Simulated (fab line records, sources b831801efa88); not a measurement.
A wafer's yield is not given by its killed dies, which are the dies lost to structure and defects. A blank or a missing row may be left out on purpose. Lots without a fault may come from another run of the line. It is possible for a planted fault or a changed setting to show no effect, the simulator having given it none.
Which of the tools did it? / flow sky130 / 12 lots with 36 wafers sampled at 5 steps, on a route of 708 steps

== WHAT THE GAUGES READ, wafer by wafer ==
SKY_VT_ADJUST_HVTR_TW_MEAS_11. Usual: VT_ADJUST_HVTR_TW typically reads 209.6, with standard deviation 0.96.
lot=L732; measured=day 10 12:38; on=filmMetro-04; VT_ADJUST_HVTR_TW=209.3 209.6 210.0; flag=
lot=L736; measured=day 10 16:30; on=filmMetro-04; VT_ADJUST_HVTR_TW=209.5 210.3 209.6; flag=
lot=L735; measured=day 10 18:04; on=filmMetro-03; VT_ADJUST_HVTR_TW=210.5 210.4 210.5; flag=
lot=L738; measured=day 11 18:31; on=filmMetro-04; VT_ADJUST_HVTR_TW=209.4 208.4 209.7; flag=
lot=L739; measured=day 11 21:34; on=filmMetro-04; VT_ADJUST_HVTR_TW=208.1 208.3 209.3; flag=
lot=L740; measured=day 12 02:37; on=filmMetro-03; VT_ADJUST_HVTR_TW=208.9 208.4 209.8; flag=
lot=L742; measured=day 12 13:43; on=filmMetro-03; VT_ADJUST_HVTR_TW=208.9 208.9 209.3; flag=
lot=L743; measured=day 13 02:13; on=filmMetro-03; VT_ADJUST_HVTR_TW=210.8 210.3 210.3; flag=
lot=L749; measured=day 14 19:14; on=filmMetro-04; VT_ADJUST_HVTR_TW=209.5 209.8 209.4; flag=
lot=L751; measured=day 16 01:25; on=filmMetro-04; VT_ADJUST_HVTR_TW=209.0 208.4 209.2; flag=
lot=L753; measured=day 17 12:55; on=filmMetro-04; VT_ADJUST_HVTR_TW=209.2 209.7 209.2; flag=
lot=L754; measured=day 17 13:52; on=filmMetro-04; VT_ADJUST_HVTR_TW=209.7 208.9 209.2; flag=

SKY_GATE_OXIDE_THK_MEAS_02. Usual: GATE_OXIDE_OXIDATION_00_THK typically reads 10.26 nm, with standard deviation 0.15.
lot=L732; measured=day 13 18:58; on=filmMetro-03; GATE_OXIDE_OXIDATION_00_THK (nm)=10.02 9.99 9.95; flag=
lot=L736; measured=day 14 03:27; on=filmMetro-01; GATE_OXIDE_OXIDATION_00_THK (nm)=10.31 10.44 10.30; flag=
lot=L735; measured=day 14 03:30; on=filmMetro-01; GATE_OXIDE_OXIDATION_00_THK (nm)=10.20 10.13 10.22; flag=
lot=L738; measured=day 15 05:26; on=filmMetro-03; GATE_OXIDE_OXIDATION_00_THK (nm)=10.13 10.31 9.95; flag=
lot=L739; measured=day 15 12:25; on=filmMetro-03; GATE_OXIDE_OXIDATION_00_THK (nm)=10.29 10.35 10.37; flag=
lot=L740; measured=day 15 17:46; on=filmMetro-04; GATE_OXIDE_OXIDATION_00_THK (nm)=10.32 10.33 10.31; flag=
lot=L742; measured=day 16 02:19; on=filmMetro-04; GATE_OXIDE_OXIDATION_00_THK (nm)=10.43 10.25 10.50; flag=
lot=L743; measured=day 16 19:48; on=filmMetro-03; GATE_OXIDE_OXIDATION_00_THK (nm)=10.28 10.19 10.06; flag=
lot=L749; measured=day 18 18:49; on=filmMetro-01; GATE_OXIDE_OXIDATION_00_THK (nm)=10.40 10.30 10.33; flag=
lot=L751; measured=day 20 02:46; on=filmMetro-01; GATE_OXIDE_OXIDATION_00_THK (nm)=10.42 10.45 10.27; flag=
lot=L753; measured=day 21 19:02; on=filmMetro-01; GATE_OXIDE_OXIDATION_00_THK (nm)=10.26 9.93 10.17; flag=
lot=L754; measured=day 21 17:56; on=filmMetro-04; GATE_OXIDE_OXIDATION_00_THK (nm)=10.16 10.26 9.90; flag=

== WHICH TOOL RAN EACH LOT (tool, then ch and the chambers of the sampled wafers, then the start) ==
lot=L732; SKY_FIELD_ISO_ETCH_17=rieSi-01 ch 0,1, day 3 02:47; SKY_PWDE_COAT_02=lithoTrack-02 ch 0, day 4 09:03; SKY_PWDE_STRIP_09=plasmaAsher-04 ch 0,1, day 4 17:52
lot=L736; SKY_FIELD_ISO_ETCH_17=rieSi-02 ch 0,1, day 3 07:26; SKY_PWDE_COAT_02=lithoTrack-02 ch 0, day 4 12:46; SKY_PWDE_STRIP_09=plasmaAsher-02 ch 0,1, day 4 21:05
lot=L735; SKY_FIELD_ISO_ETCH_17=rieSi-01 ch 0,2,3, day 3 07:38; SKY_PWDE_COAT_02=lithoTrack-03 ch 0, day 4 13:17; SKY_PWDE_STRIP_09=plasmaAsher-01 ch 0,1, day 4 21:27
lot=L738; SKY_FIELD_ISO_ETCH_17=rieSi-01 ch 1,2,3, day 3 18:56; SKY_PWDE_COAT_02=lithoTrack-03 ch 0, day 5 07:16; SKY_PWDE_STRIP_09=plasmaAsher-01 ch 0,1, day 5 15:58
lot=L739; SKY_FIELD_ISO_ETCH_17=rieSi-02 ch 0,1,3, day 3 21:38; SKY_PWDE_COAT_02=lithoTrack-03 ch 0, day 5 10:32; SKY_PWDE_STRIP_09=plasmaAsher-04 ch 0,1, day 5 19:27
lot=L740; SKY_FIELD_ISO_ETCH_17=rieSi-02 ch 0,1,3, day 4 02:53; SKY_PWDE_COAT_02=lithoTrack-03 ch 0, day 5 13:34; SKY_PWDE_STRIP_09=plasmaAsher-04 ch 0,1, day 5 23:30
lot=L742; SKY_FIELD_ISO_ETCH_17=rieSi-02 ch 1,2,3, day 4 13:47; SKY_PWDE_COAT_02=lithoTrack-03 ch 0, day 5 22:52; SKY_PWDE_STRIP_09=plasmaAsher-01 ch 0,1, day 6 08:00
lot=L743; SKY_FIELD_ISO_ETCH_17=rieSi-01 ch 0,2,3, day 4 19:14; SKY_PWDE_COAT_02=lithoTrack-03 ch 0, day 6 08:08; SKY_PWDE_STRIP_09=plasmaAsher-04 ch 0, day 6 18:39
lot=L749; SKY_FIELD_ISO_ETCH_17=rieSi-01 ch 1,2,3, day 6 03:29; SKY_PWDE_COAT_02=lithoTrack-03 ch 0, day 7 13:34; SKY_PWDE_STRIP_09=plasmaAsher-04 ch 0,1, day 7 23:23
lot=L751; SKY_FIELD_ISO_ETCH_17=rieSi-01 ch 0,1,3, day 6 13:20; SKY_PWDE_COAT_02=lithoTrack-03 ch 0, day 8 09:22; SKY_PWDE_STRIP_09=plasmaAsher-04 ch 0,1, day 8 19:15
lot=L753; SKY_FIELD_ISO_ETCH_17=rieSi-01 ch 1,2,3, day 7 02:08; SKY_PWDE_COAT_02=lithoTrack-02 ch 0, day 9 12:43; SKY_PWDE_STRIP_09=plasmaAsher-04 ch 0,1, day 9 23:42
lot=L754; SKY_FIELD_ISO_ETCH_17=rieSi-01 ch 0,1,2, day 7 04:47; SKY_PWDE_COAT_02=lithoTrack-04 ch 0, day 9 13:13; SKY_PWDE_STRIP_09=plasmaAsher-01 ch 0,1, day 9 23:43
- SKY_FIELD_ISO_ETCH_17: etches Si in HBr/Cl2/O2, target depth 342 nm, time 97.7 s.
- SKY_PWDE_COAT_02: resist thk 3000 nm.
- SKY_PWDE_STRIP_09: strips in O2/N2.

== AS READ BY THE TOOLS THEMSELVES (means over the sampled wafers that have a number; for cases with no such wafer, the mark the record gives instead) ==
SKY_FIELD_ISO_ETCH_17. Usual: drypumpMotorCurrentA 5.7 A, standard deviation 0.41; mfcCl2Sccm 39.99 sccm, standard deviation 0.11; oesProductAu 1.003 a.u., standard deviation 0.0076; throttleValvePct 25.653 %, standard deviation 0.01.
lot=L732; tool=rieSi-01; drypumpMotorCurrentA (A)=5.3; mfcCl2Sccm (sccm)=40.00; oesProductAu (a.u.)=1.011; throttleValvePct (%)=25.647; flag=
lot=L736; tool=rieSi-02; drypumpMotorCurrentA (A)=5.6; mfcCl2Sccm (sccm)=40.02; oesProductAu (a.u.)=1.001; throttleValvePct (%)=25.658; flag=
lot=L735; tool=rieSi-01; drypumpMotorCurrentA (A)=5.8; mfcCl2Sccm (sccm)=39.93; oesProductAu (a.u.)=0.999; throttleValvePct (%)=25.652; flag=
lot=L738; tool=rieSi-01; drypumpMotorCurrentA (A)=5.6; mfcCl2Sccm (sccm)=39.92; oesProductAu (a.u.)=1.003; throttleValvePct (%)=25.645; flag=
lot=L739; tool=rieSi-02; drypumpMotorCurrentA (A)=5.7; mfcCl2Sccm (sccm)=39.89; oesProductAu (a.u.)=0.997; throttleValvePct (%)=25.652; flag=
lot=L740; tool=rieSi-02; drypumpMotorCurrentA (A)=5.7; mfcCl2Sccm (sccm)=40.04; oesProductAu (a.u.)=0.994; throttleValvePct (%)=25.657; flag=
lot=L742; tool=rieSi-02; drypumpMotorCurrentA (A)=5.7; mfcCl2Sccm (sccm)=40.03; oesProductAu (a.u.)=1.008; throttleValvePct (%)=25.657; flag=
lot=L743; tool=rieSi-01; drypumpMotorCurrentA (A)=5.8; mfcCl2Sccm (sccm)=40.05; oesProductAu (a.u.)=1.000; throttleValvePct (%)=25.664; flag=
lot=L749; tool=rieSi-01; drypumpMotorCurrentA (A)=5.6; mfcCl2Sccm (sccm)=40.04; oesProductAu (a.u.)=1.008; throttleValvePct (%)=25.651; flag=
lot=L751; tool=rieSi-01; drypumpMotorCurrentA (A)=5.5; mfcCl2Sccm (sccm)=40.11; oesProductAu (a.u.)=1.004; throttleValvePct (%)=25.645; flag=
lot=L753; tool=rieSi-01; drypumpMotorCurrentA (A)=5.6; mfcCl2Sccm (sccm)=40.00; oesProductAu (a.u.)=1.009; throttleValvePct (%)=25.655; flag=
lot=L754; tool=rieSi-01; drypumpMotorCurrentA (A)=5.4; mfcCl2Sccm (sccm)=40.01; oesProductAu (a.u.)=1.004; throttleValvePct (%)=25.648; flag=

SKY_PWDE_STRIP_09. Usual: drypumpMotorCurrentA 5.9 A, standard deviation 0.46; oesProductAu 0.723 a.u., standard deviation 0.0045; stripTimeToEndpointS 36.85 s, standard deviation 0.099.
lot=L732; tool=plasmaAsher-04; drypumpMotorCurrentA (A)=6.3; oesProductAu (a.u.)=0.718; stripTimeToEndpointS (s)=36.84; flag=
lot=L736; tool=plasmaAsher-02; drypumpMotorCurrentA (A)=5.2; oesProductAu (a.u.)=0.721; stripTimeToEndpointS (s)=36.87; flag=
lot=L735; tool=plasmaAsher-01; drypumpMotorCurrentA (A)=5.6; oesProductAu (a.u.)=0.724; stripTimeToEndpointS (s)=36.96; flag=
lot=L738; tool=plasmaAsher-01; drypumpMotorCurrentA (A)=5.6; oesProductAu (a.u.)=0.728; stripTimeToEndpointS (s)=36.82; flag=
lot=L739; tool=plasmaAsher-04; drypumpMotorCurrentA (A)=6.1; oesProductAu (a.u.)=0.724; stripTimeToEndpointS (s)=36.92; flag=
lot=L740; tool=plasmaAsher-04; drypumpMotorCurrentA (A)=6.2; oesProductAu (a.u.)=0.723; stripTimeToEndpointS (s)=36.86; flag=
lot=L742; tool=plasmaAsher-01; drypumpMotorCurrentA (A)=5.6; oesProductAu (a.u.)=0.722; stripTimeToEndpointS (s)=36.88; flag=
lot=L743; tool=plasmaAsher-04; drypumpMotorCurrentA (A)=6.5; oesProductAu (a.u.)=0.720; stripTimeToEndpointS (s)=37.03; flag=
lot=L749; tool=plasmaAsher-04; drypumpMotorCurrentA (A)=6.1; oesProductAu (a.u.)=0.725; stripTimeToEndpointS (s)=35.24; flag=OFF
lot=L751; tool=plasmaAsher-04; drypumpMotorCurrentA (A)=6.1; oesProductAu (a.u.)=0.727; stripTimeToEndpointS (s)=35.15; flag=OFF
lot=L753; tool=plasmaAsher-04; drypumpMotorCurrentA (A)=6.3; oesProductAu (a.u.)=0.723; stripTimeToEndpointS (s)=36.89; flag=
lot=L754; tool=plasmaAsher-01; drypumpMotorCurrentA (A)=5.8; oesProductAu (a.u.)=0.725; stripTimeToEndpointS (s)=36.94; flag=

== THE ANSWER, worked out from the rows above alone ==
Rule: a lot counts as off when the mean over its wafers that have a number is more than 3 standard deviations away from the usual mean. A lot without any number at a reading at which 4 lots or more have one is off too. All remaining lots with rows at the step are treated as sound. The gauges are gone through in route order, then the tools' own readings, and for those a lot's mean is taken as printed above. The first step at which some lot is off is used, and at that step the reading that is off furthest; a lot without a number counts as furthest.
Off at SKY_PWDE_STRIP_09 (stripTimeToEndpointS): L749, L751.
If a tool, at that step or one of the process steps before it, ran each lot that is off and ran no sound lot following the first of them, it fits. One fits: SKY_PWDE_COAT_02 on lithoTrack-03. Its last sound lot is L743 (day 6 08:08), its first lot that is off L749 (day 7 13:34): a fault that began between those two fits.

== WHAT THE SIMULATOR PUT IN ==
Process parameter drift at SKY_PWDE_COAT_02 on lithoTrack-03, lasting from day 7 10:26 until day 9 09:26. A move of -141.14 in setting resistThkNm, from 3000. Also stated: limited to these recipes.
Shown lots that were struck: L749, L751. The same result came from the rule above.
